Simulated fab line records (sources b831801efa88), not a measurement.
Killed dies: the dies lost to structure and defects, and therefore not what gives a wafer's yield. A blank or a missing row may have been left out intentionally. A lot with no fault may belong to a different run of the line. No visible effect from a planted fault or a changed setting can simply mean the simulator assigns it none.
fab line records + flow gf180mcu
record:
- lots: 13
- wafers: 39
- last-day: 34
route steps=602 shown STI@14 DNWELL@41 MVPSD@85 HV_LDD@183
lots untouched by any fault: they come from a run of this same line in which no faults occurred
start-h: the number of hours between the record's first day and the start of the first shown wafer of the lot + wait-h: hours from the lot's prior step to this one + " identical to the entry in the row above + L1.1+2: one row covering several wafers at once + - no value, or no start given + * or withheld: withheld + < > ~ a bound
route shown NAME@n: NAME is a module with steps in the file, n the number in the route of the first one + usual: average and standard deviation across the fault-free wafers + same: alike in all rows + chamber/n: place in a boat + sites: each site's reading + _std_site: the standard deviation of these + _edge_site: inner sites' mean taken away from outer sites' mean + radius-mm: for every site, how far away it sits from the centre of the wafer + mask NAME#n: copy n + behind: the most recent tool/chamber to have shaped the wafer + hold: the reason the lot was held/the length of the hold in hours/how it ended + device: transistor that didn't switch, given as n, p or np + end of line: tests run on the same wafers once the route is complete + a step without rows: its recipe alone + killed: not the wafer's yield, but the dies lost to structure and defects at the first sort + map: shows each die of a wafer: x if killed, . if not, _ if none is there
set.NAME: the setting that was run; set.NAME@STEP: the one run at that earlier step + model.NAME: the simulator's own value behind a step, which no gauge read
steps of the route over a sample of lots; a table a step, a row a wafer
services: a tool's chamber out of use, with start hour (start-h, from the record's first day; less than 0 if before it), hours out, and reason
== steps ==
step: GF_STI_ETCH_13
recipe:
- chemistry: CHF3/O2
- stop-on: Si
- over-etch-frac: 0.3
- target-depth-a: 2823.1
- source-w: 600
- bias-w: 200
- pressure-mtorr: 40
- chf3-flow-sccm: 50
- O2_flow_sccm: 5
- time-s: 112.9
usual:
- drypump-motor-current-A: 5.6/0.42
- oes-product-au: 0.831/0.0062
- throttle-valve-pct: 8.809/0.0085
| lot.wafer | tool        | chamber | start-h | wait-h | drypump-motor-current-A | oes-product-au | rf-hours-counter-h | throttle-valve-pct |
|-----------|-------------|---------|---------|--------|-------------------------|----------------|--------------------|--------------------|
| L477.1    | rie-diel-03 | 1       | 28.09   | 0.1    | 5.0                     | 0.826          | 54                 | 8.809              |
| L477.2    | "           | 3       | "       | "      | 5.4                     | 0.819          | 104                | 8.796              |
| L477.4    | "           | 0       | "       | "      | 5.3                     | 0.822          | 154                | 8.808              |
| L478.1    | rie-diel-03 | 2       | 30.92   | 0.1    | 5.2                     | 0.834          | 90                 | 8.810              |
| L478.4    | "           | 0       | "       | "      | 5.2                     | 0.824          | 154                | 8.813              |
| L478.6    | "           | 0       | "       | "      | 5.2                     | 0.830          | -                  | 8.809              |
| L481.2    | rie-diel-03 | 1       | 45.93   | 0.1    | 5.1                     | 0.830          | 54                 | 8.805              |
| L481.4    | "           | 3       | "       | "      | 5.4                     | 0.828          | 105                | 8.814              |
| L481.5    | "           | 2       | "       | "      | 5.3                     | 0.821          | -                  | 8.804              |
| L485.1    | rie-diel-03 | 3       | 67.53   | 0.1    | 5.4                     | 0.834          | 105                | 8.806              |
| L485.5    | "           | 2       | "       | "      | 5.2                     | 0.833          | -                  | 8.813              |
| L485.6    | "           | 3       | "       | "      | 5.4                     | 0.841          | -                  | 8.804              |
| L486.4    | rie-diel-02 | 3       | 73.13   | 0.0    | 6.2                     | 0.838          | 84                 | 8.810              |
| L486.5    | "           | 1       | "       | "      | 5.5                     | 0.786          | -                  | 8.813              |
| L486.6    | "           | 0       | "       | "      | 5.4                     | 0.778          | -                  | 8.806              |
| L489.1    | rie-diel-01 | 3       | 87.72   | 0.1    | 6.4                     | 0.842          | 1                  | 8.812              |
| L489.4    | "           | 1       | "       | "      | 5.9                     | 0.833          | 65                 | 8.805              |
| L489.5    | "           | 3       | "       | "      | 6.4                     | 0.828          | -                  | 8.802              |
| L491.1    | rie-diel-03 | 1       | 99.76   | 0.1    | 5.1                     | 0.838          | 56                 | 8.827              |
| L491.3    | "           | 3       | "       | "      | 5.4                     | 0.831          | 107                | 8.801              |
| L491.4    | "           | 2       | "       | "      | 5.3                     | 0.835          | 91                 | 8.806              |
| L492.1    | rie-diel-03 | 2       | 105.72  | 0.1    | 5.3                     | 0.832          | 91                 | 8.809              |
| L492.2    | "           | 0       | "       | "      | 5.3                     | 0.836          | 157                | 8.811              |
| L492.4    | "           | 3       | "       | "      | 5.4                     | 0.826          | 107                | 8.803              |
| L494.3    | rie-diel-01 | 0       | 113.38  | 0.1    | 5.8                     | 0.822          | 51                 | 8.800              |
| L494.5    | "           | 0       | "       | "      | 5.8                     | 0.816          | -                  | 8.804              |
| L494.6    | "           | 1       | "       | "      | 6.0                     | 0.820          | -                  | 8.824              |
| L496.1    | rie-diel-03 | 0       | 122.23  | 0.1    | 5.3                     | 0.836          | 157                | 8.788              |
| L496.2    | "           | 2       | "       | "      | 5.3                     | 0.835          | 92                 | 8.823              |
| L496.4    | "           | 3       | "       | "      | 5.4                     | 0.835          | 107                | 8.803              |
| L498.1    | rie-diel-03 | 2       | 135.23  | 0.1    | 5.3                     | 0.834          | 92                 | 8.798              |
| L498.2    | "           | 1       | "       | "      | 5.1                     | 0.834          | 57                 | 8.809              |
| L498.6    | "           | 0       | "       | "      | 5.2                     | 0.831          | -                  | 8.803              |
| L499.2    | rie-diel-01 | 3       | 139.63  | 0.1    | 6.4                     | 0.824          | 3                  | 8.803              |
| L499.3    | "           | 1       | "       | "      | 6.0                     | 0.825          | 66                 | 8.811              |
| L499.4    | "           | 3       | "       | "      | 6.4                     | 0.835          | -                  | 8.799              |
| L500.1    | rie-diel-03 | 1       | 147.28  | 0.1    | 5.1                     | 0.833          | 57                 | 8.799              |
| L500.3    | "           | 2       | "       | "      | 5.3                     | 0.833          | 93                 | 8.810              |
| L500.4    | "           | 3       | "       | "      | 5.4                     | 0.842          | 108                | 8.818              |
step: GF_STI_STRIP_15
recipe:
- chemistry: O2/N2
- power-w: 1400
- pressure-mtorr: 1500
- platen-temp-c: 250
- o2-flow-sccm: 3000
- n2-flow-sccm: 300
- overash-fraction: 0.5
usual:
- drypump-motor-current-A: 5.61/0.3
- heater-power-w: 336/31
- n2-flow-sccm: 299.9/0.92
- oes-product-au: 0.383/0.0047
- strip-time-to-endpoint-s: 3.71/0.044
| lot.wafer | tool            | chamber | start-h | wait-h | drypump-motor-current-A | heater-power-w | n2-flow-sccm | oes-product-au | rf-hours-counter-h | strip-time-to-endpoint-s |
|-----------|-----------------|---------|---------|--------|-------------------------|----------------|--------------|----------------|--------------------|--------------------------|
| L477.1    | plasma-asher-04 | 1       | 28.25   | 0.0    | 5.88                    | 369            | 300.3        | 0.389          | 37                 | 3.73                     |
| L477.2    | "               | 0       | "       | "      | 5.90                    | 298            | 300.4        | 0.384          | 37                 | 3.69                     |
| L477.4    | "               | 0       | "       | "      | 5.90                    | 303            | 300.7        | 0.393          | -                  | 3.71                     |
| L478.1    | plasma-asher-01 | 0       | 31.07   | 0.0    | 6.01                    | 295            | 299.6        | 0.380          | 22                 | 3.77                     |
| L478.4    | "               | 1       | "       | "      | 5.34                    | 370            | 301.0        | 0.385          | -                  | 3.74                     |
| L478.6    | "               | 0       | "       | "      | 6.02                    | 283            | 301.7        | 0.383          | -                  | 3.75                     |
| L481.2    | plasma-asher-03 | 0       | 46.08   | 0.0    | 5.35                    | 343            | 300.8        | 0.378          | 38                 | 3.74                     |
| L481.4    | "               | 1       | "       | "      | 5.35                    | 333            | 301.0        | 0.377          | -                  | 3.67                     |
| L481.5    | "               | 1       | "       | "      | 5.36                    | 345            | 300.8        | 0.370          | -                  | 3.72                     |
| L485.1    | plasma-asher-01 | 0       | 67.69   | 0.0    | 6.05                    | 293            | 300.6        | 0.372          | 26                 | 3.69                     |
| L485.5    | "               | 0       | "       | "      | 6.05                    | 289            | 300.0        | 0.388          | -                  | 3.70                     |
| L485.6    | "               | 1       | "       | "      | 5.33                    | 387            | 299.8        | 0.381          | -                  | 3.72                     |
| L486.4    | plasma-asher-04 | 1       | 73.32   | 0.1    | 5.86                    | 373            | 299.8        | 0.384          | -                  | 3.67                     |
| L486.5    | "               | 1       | "       | "      | 5.86                    | 371            | 299.9        | 0.367          | -                  | 3.31                     |
| L486.6    | "               | 0       | "       | "      | 5.85                    | 298            | 301.7        | 0.373          | -                  | 3.38                     |
| L489.1    | plasma-asher-03 | 1       | 87.88   | 0.0    | 5.36                    | 336            | 299.5        | 0.387          | 42                 | 3.70                     |
| L489.4    | "               | 1       | "       | "      | 5.36                    | 336            | 300.8        | 0.380          | -                  | 3.77                     |
| L489.5    | "               | 0       | "       | "      | 5.35                    | 339            | 300.3        | 0.383          | -                  | 3.76                     |
| L491.1    | plasma-asher-04 | 0       | 99.92   | 0.0    | 5.86                    | 302            | 299.1        | 0.393          | 45                 | 3.77                     |
| L491.3    | "               | 0       | "       | "      | 5.86                    | 307            | 299.1        | 0.377          | -                  | 3.73                     |
| L491.4    | "               | 1       | "       | "      | 5.88                    | 362            | 299.5        | 0.389          | -                  | 3.76                     |
| L492.1    | plasma-asher-03 | 1       | 105.88  | 0.0    | 5.35                    | 333            | 298.5        | 0.383          | 44                 | 3.74                     |
| L492.2    | "               | 0       | "       | "      | 5.34                    | 352            | 301.0        | 0.383          | 44                 | 3.69                     |
| L492.4    | "               | 0       | "       | "      | 5.34                    | 343            | 300.0        | 0.381          | -                  | 3.71                     |
| L494.3    | plasma-asher-01 | 0       | 113.57  | 0.1    | 6.02                    | 295            | 298.1        | 0.385          | -                  | 3.69                     |
| L494.5    | "               | 0       | "       | "      | 6.01                    | 292            | 298.2        | 0.388          | -                  | 3.72                     |
| L494.6    | "               | 1       | "       | "      | 5.34                    | 372            | 298.9        | 0.383          | -                  | 3.79                     |
| L496.1    | plasma-asher-04 | 1       | 122.39  | 0.0    | 5.85                    | 370            | 300.2        | 0.382          | 1                  | 3.72                     |
| L496.2    | "               | 0       | "       | "      | 5.90                    | 299            | 299.7        | 0.387          | 1                  | 3.73                     |
| L496.4    | "               | 1       | "       | "      | 5.85                    | 367            | 300.5        | 0.387          | -                  | 3.76                     |
| L498.1    | plasma-asher-04 | 0       | 135.39  | 0.0    | 5.90                    | 302            | 300.7        | 0.384          | 2                  | 3.66                     |
| L498.2    | "               | 1       | "       | "      | 5.89                    | 366            | 298.9        | 0.390          | 2                  | 3.77                     |
| L498.6    | "               | 1       | "       | "      | 5.87                    | 368            | 298.8        | 0.385          | -                  | 3.71                     |
| L499.2    | plasma-asher-01 | 0       | 139.79  | 0.0    | 6.01                    | 285            | 299.4        | 0.382          | 34                 | 3.76                     |
| L499.3    | "               | 1       | "       | "      | 5.35                    | 371            | 300.4        | 0.395          | -                  | 3.82                     |
| L499.4    | "               | 0       | "       | "      | 6.04                    | 284            | 299.9        | 0.381          | -                  | 3.79                     |
| L500.1    | plasma-asher-01 | 1       | 147.44  | 0.0    | 5.32                    | 371            | 300.2        | 0.390          | 34                 | 3.65                     |
| L500.3    | "               | 0       | "       | "      | 6.04                    | 290            | 300.4        | 0.379          | -                  | 3.65                     |
| L500.4    | "               | 1       | "       | "      | 5.31                    | 375            | 299.5        | 0.385          | -                  | 3.66                     |
step: GF_DNWELL_TW_MEAS_09
usual:
- DNWELL_TW: 1348/13
| lot.wafer | tool          | chamber | start-h | wait-h | DNWELL_TW |
|-----------|---------------|---------|---------|--------|-----------|
| L477.1    | film-metro-02 | -       | 45.14   | 0.1    | 1347      |
| L477.2    | "             | -       | "       | "      | 1358      |
| L477.4    | "             | -       | "       | "      | 1348      |
| L478.1    | film-metro-02 | -       | 48.24   | 0.1    | 1351      |
| L478.4    | "             | -       | "       | "      | 1351      |
| L478.6    | "             | -       | "       | "      | 1353      |
| L481.2    | film-metro-04 | -       | 62.77   | 0.1    | 1322      |
| L481.4    | "             | -       | "       | "      | 1325      |
| L481.5    | "             | -       | "       | "      | 1316      |
| L485.1    | film-metro-04 | -       | 86.85   | 0.1    | 1316      |
| L485.5    | "             | -       | "       | "      | 1325      |
| L485.6    | "             | -       | "       | "      | 1319      |
| L486.4    | film-metro-01 | -       | 95.64   | 0.1    | 1357      |
| L486.5    | "             | -       | "       | "      | 1353      |
| L486.6    | "             | -       | "       | "      | 1362      |
| L489.1    | film-metro-02 | -       | 107.59  | 0.1    | 1348      |
| L489.4    | "             | -       | "       | "      | 1355      |
| L489.5    | "             | -       | "       | "      | 1351      |
| L491.1    | film-metro-04 | -       | 119.09  | 0.1    | 1341      |
| L491.3    | "             | -       | "       | "      | 1340      |
| L491.4    | "             | -       | "       | "      | 1339      |
| L492.1    | film-metro-01 | -       | 124.79  | 0.1    | 1367      |
| L492.2    | "             | -       | "       | "      | 1365      |
| L492.4    | "             | -       | "       | "      | 1371      |
| L494.3    | film-metro-02 | -       | 133.37  | 0.1    | 1342      |
| L494.5    | "             | -       | "       | "      | 1343      |
| L494.6    | "             | -       | "       | "      | 1337      |
| L496.1    | film-metro-04 | -       | 143.04  | 0.1    | 1342      |
| L496.2    | "             | -       | "       | "      | 1340      |
| L496.4    | "             | -       | "       | "      | 1344      |
| L498.1    | film-metro-02 | -       | 155.95  | 0.1    | 1350      |
| L498.2    | "             | -       | "       | "      | 1344      |
| L498.6    | "             | -       | "       | "      | 1345      |
| L499.2    | film-metro-04 | -       | 160.41  | 0.1    | 1330      |
| L499.3    | "             | -       | "       | "      | 1332      |
| L499.4    | "             | -       | "       | "      | 1326      |
| L500.1    | film-metro-02 | -       | 167.39  | 0.1    | 1362      |
| L500.3    | "             | -       | "       | "      | 1369      |
| L500.4    | "             | -       | "       | "      | 1364      |
step: GF_MVPSD_OVL_MEAS_07
usual:
- MVPSD_OVL: -0.6/1.4
| lot.wafer | tool       | chamber | start-h | wait-h | MVPSD_OVL[nm] |
|-----------|------------|---------|---------|--------|---------------|
| L477.1    | overlay-02 | -       | 97.95   | -      | 2.3           |
| L477.2    | "          | -       | "       | "      | 1.4           |
| L477.4    | "          | -       | "       | "      | 3.1           |
| L478.1    | overlay-02 | -       | 102.15  | -      | -2.2          |
| L478.4    | "          | -       | "       | "      | -0.5          |
| L478.6    | "          | -       | "       | "      | -0.8          |
| L481.2    | overlay-02 | -       | 118.22  | -      | -0.5          |
| L481.4    | "          | -       | "       | "      | -0.9          |
| L481.5    | "          | -       | "       | "      | -2.3          |
| L485.1    | overlay-02 | -       | 144.55  | -      | 1.1           |
| L485.5    | "          | -       | "       | "      | -0.1          |
| L485.6    | "          | -       | "       | "      | -0.1          |
| L486.4    | overlay-01 | -       | 154.42  | -      | 0.0           |
| L486.5    | "          | -       | "       | "      | -1.2          |
| L486.6    | "          | -       | "       | "      | -0.9          |
| L489.1    | overlay-02 | -       | 167.55  | -      | -0.6          |
| L489.4    | "          | -       | "       | "      | -2.1          |
| L489.5    | "          | -       | "       | "      | -1.2          |
| L491.1    | overlay-01 | -       | 181.90  | -      | 0.0           |
| L491.3    | "          | -       | "       | "      | 1.8           |
| L491.4    | "          | -       | "       | "      | -0.8          |
| L492.1    | overlay-02 | -       | 186.90  | -      | -1.2          |
| L492.2    | "          | -       | "       | "      | -0.8          |
| L492.4    | "          | -       | "       | "      | 0.8           |
| L494.3    | overlay-01 | -       | 198.95  | -      | 0.0           |
| L494.5    | "          | -       | "       | "      | -0.5          |
| L494.6    | "          | -       | "       | "      | -0.9          |
| L496.1    | overlay-02 | -       | 208.70  | -      | -2.3          |
| L496.2    | "          | -       | "       | "      | -1.4          |
| L496.4    | "          | -       | "       | "      | -0.5          |
| L498.1    | overlay-02 | -       | 222.75  | -      | -1.2          |
| L498.2    | "          | -       | "       | "      | -1.5          |
| L498.6    | "          | -       | "       | "      | -0.7          |
| L499.2    | overlay-02 | -       | 228.91  | -      | 2.1           |
| L499.3    | "          | -       | "       | "      | 1.2           |
| L499.4    | "          | -       | "       | "      | -0.3          |
| L500.1    | overlay-02 | -       | 237.55  | -      | -1.8          |
| L500.3    | "          | -       | "       | "      | -1.9          |
| L500.4    | "          | -       | "       | "      | -2.8          |
step: GF_HV_LDD_CD_MEAS_07
recipe:
- target-cd-nm: 400
usual:
- cd-nm: 399.4/2.1
| lot.wafer | tool      | chamber | start-h | wait-h | cd-nm |
|-----------|-----------|---------|---------|--------|-------|
| L477.1    | cd-sem-01 | -       | 217.05  | 0.1    | 399.9 |
| L477.2    | "         | -       | "       | "      | 400.3 |
| L477.4    | "         | -       | "       | "      | 401.8 |
| L478.1    | cd-sem-01 | -       | 222.50  | 0.1    | 400.9 |
| L478.4    | "         | -       | "       | "      | 401.0 |
| L478.6    | "         | -       | "       | "      | 401.5 |
| L481.2    | cd-sem-01 | -       | 241.60  | 0.1    | 397.6 |
| L481.4    | "         | -       | "       | "      | 397.6 |
| L481.5    | "         | -       | "       | "      | 395.9 |
| L485.1    | cd-sem-02 | -       | 274.35  | 0.1    | 395.9 |
| L485.5    | "         | -       | "       | "      | 397.7 |
| L485.6    | "         | -       | "       | "      | 397.4 |
| L486.4    | cd-sem-01 | -       | 287.76  | 0.1    | 398.1 |
| L486.5    | "         | -       | "       | "      | 401.2 |
| L486.6    | "         | -       | "       | "      | 400.8 |
| L489.1    | cd-sem-01 | -       | 302.76  | 0.2    | 395.8 |
| L489.4    | "         | -       | "       | "      | 393.1 |
| L489.5    | "         | -       | "       | "      | 395.8 |
| L491.1    | cd-sem-01 | -       | 325.05  | 0.1    | 400.2 |
| L491.3    | "         | -       | "       | "      | 399.1 |
| L491.4    | "         | -       | "       | "      | 399.9 |
| L492.1    | cd-sem-02 | -       | 331.00  | 0.1    | 399.8 |
| L492.2    | "         | -       | "       | "      | 397.9 |
| L492.4    | "         | -       | "       | "      | 400.4 |
| L494.3    | cd-sem-01 | -       | 343.49  | 0.1    | 400.1 |
| L494.5    | "         | -       | "       | "      | 402.7 |
| L494.6    | "         | -       | "       | "      | 400.2 |
| L496.1    | cd-sem-02 | -       | 358.38  | 0.2    | 398.8 |
| L496.2    | "         | -       | "       | "      | 400.9 |
| L496.4    | "         | -       | "       | "      | 399.4 |
| L498.1    | cd-sem-02 | -       | 378.39  | 0.1    | 400.1 |
| L498.2    | "         | -       | "       | "      | 400.2 |
| L498.6    | "         | -       | "       | "      | 401.9 |
| L499.2    | cd-sem-02 | -       | 388.86  | 0.1    | 397.6 |
| L499.3    | "         | -       | "       | "      | 399.9 |
| L499.4    | "         | -       | "       | "      | 396.6 |
| L500.1    | cd-sem-01 | -       | 397.35  | 0.1    | 397.8 |
| L500.3    | "         | -       | "       | "      | 397.0 |
| L500.4    | "         | -       | "       | "      | 399.2 |
== services ==
| tool            | chamber | start-h | hours | kind           |
|-----------------|---------|---------|-------|----------------|
| rie-diel-01     | 0       | 15.55   | 4.3   | repair         |
| rie-diel-01     | 3       | 26.20   | -     | clean          |
| rie-diel-01     | 3       | 26.20   | 17.6  | scheduled-down |
| rie-diel-01     | 3       | 26.20   | 17.6  | vent-cycle     |
| rie-diel-01     | 0       | 30.51   | 14.7  | repair         |
| rie-diel-01     | 2       | 36.09   | 8.2   | repair         |
| plasma-asher-01 | -       | 63.49   | 0.5   | repair         |
| rie-diel-03     | 2       | 72.49   | 13.1  | repair         |
| rie-diel-02     | -       | 106.57  | 2.8   | pm             |
| plasma-asher-04 | -       | 108.82  | 9.0   | pm             |
| plasma-asher-04 | 0       | 108.82  | 9.0   | vent-cycle     |
| plasma-asher-04 | 1       | 108.82  | 9.0   | vent-cycle     |
| plasma-asher-04 | 0       | 117.82  | -     | clean          |
| plasma-asher-04 | 1       | 117.82  | -     | clean          |
| rie-diel-01     | 0       | 122.86  | 20.5  | repair         |
| rie-diel-02     | 1       | 129.76  | 2.6   | repair         |
| plasma-asher-03 | -       | 130.81  | 1.2   | repair         |
| rie-diel-02     | 1       | 134.63  | 6.1   | repair         |
| plasma-asher-04 | -       | 137.06  | 3.3   | repair         |
| rie-diel-02     | -       | 138.85  | 1.1   | repair         |
| plasma-asher-04 | -       | 141.22  | 14.1  | repair         |
== key ==
first-sign:
- step: GF_STI_ETCH_13
- reading: oes-product-au
- direction: down
- sigmas: 7.8
- usual: 0.831
- struck: 0.782
effect:
- step: GF_STI_STRIP_15
- reading: strip-time-to-endpoint-s
- direction: down
- sigmas: 8.3
- usual: *
- struck: *
met-at GF_STI_ETCH_13
struck-lots L486
struck-wafers L486.5,L486.6
tester-left-out L486
not-acting-at GF_DNWELL_TW_MEAS_09,GF_MVPSD_OVL_MEAS_07,GF_HV_LDD_CD_MEAS_07
fault:
- kind: process-parameter-drift
- tool: rie-diel-02
- chamber: -
- onset-h: 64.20
- steps: GF_STI_ETCH_13
- channel: target-depth-a
- offset: *
- shape: step
- end-h: 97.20
- scope: struck-wafers-only
- acts-in: *
- stated: *
tester-left-out: of these lots the tester's yield and bins aren't shown, on N5 and GAA mostly nor the transistor test; their killed dies are dies lost to structure and defects alone, not to doping, threshold or leakage, so they don't give the yield
